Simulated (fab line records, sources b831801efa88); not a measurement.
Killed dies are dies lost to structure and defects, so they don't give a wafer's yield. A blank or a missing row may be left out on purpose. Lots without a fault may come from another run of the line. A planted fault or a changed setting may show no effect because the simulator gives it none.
Chamber matching | flow sky130 | SKY_PASSIVATION_CVD_02 on pecvd-03: 3 sister chambers
The step deposits Si3N4, target thk 540 nm. 6 wafers are shown with their chamber, then 12 later ones without.

WAFERS WITH THEIR CHAMBER
wafer  | chamber | heater_power_w (W)
L085.4 | 1       | 557
L089.4 | 1       | 665
L089.5 | 2       | 572
L088.2 | 0       | 569
L088.5 | 0       | 589
L088.6 | 2       | 577

WAFERS WITHOUT THEIR CHAMBER
wafer  | heater_power_w (W)
L091.1 | 534
L091.2 | 573
L091.5 | 655
L095.2 | 527
L095.4 | 566
L095.6 | 566
L097.1 | 573
L097.2 | 721
L097.3 | 593
L097.4 | 585
L097.5 | 608
L097.6 | 607

WHICH CHAMBER EACH WENT THROUGH
wafer  | from the rows above          | in truth
L091.1 | can't be placed: 2 or 0 or 1 | 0
L091.2 | can't be placed: 2 or 0 or 1 | 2
L091.5 | can't be placed: 1 or 0 or 2 | 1
L095.2 | can't be placed: 2 or 0 or 1 | 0
L095.4 | can't be placed: 2 or 0 or 1 | 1
L095.6 | can't be placed: 2 or 0 or 1 | 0
L097.1 | can't be placed: 2 or 0 or 1 | 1
L097.2 | can't be placed: 1 or 0 or 2 | 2
L097.3 | can't be placed: 0 or 1 or 2 | 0
L097.4 | can't be placed: 0 or 2 or 1 | 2
L097.5 | can't be placed: 1 or 0 or 2 | 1
L097.6 | can't be placed: 1 or 0 or 2 | 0
Placed correctly: 0 of 12. Can't be placed from these rows: 12 (the true chamber is among the candidates in 12). Placed wrongly: 0.
How it was worked out, from the rows above alone: a wafer's distance from a chamber is the root of the sum, over the readings, of the square of ((its reading less the chamber's mean) divided by the reading's scatter). The wafer belongs to the nearest chamber; if the next one is less than 2 further off, it can't be placed. A chamber's mean is the mean of its shown wafers. The scatter: the root of (the sum of the squares of (reading less its chamber's mean) over the shown wafers, divided by (wafers less chambers)).
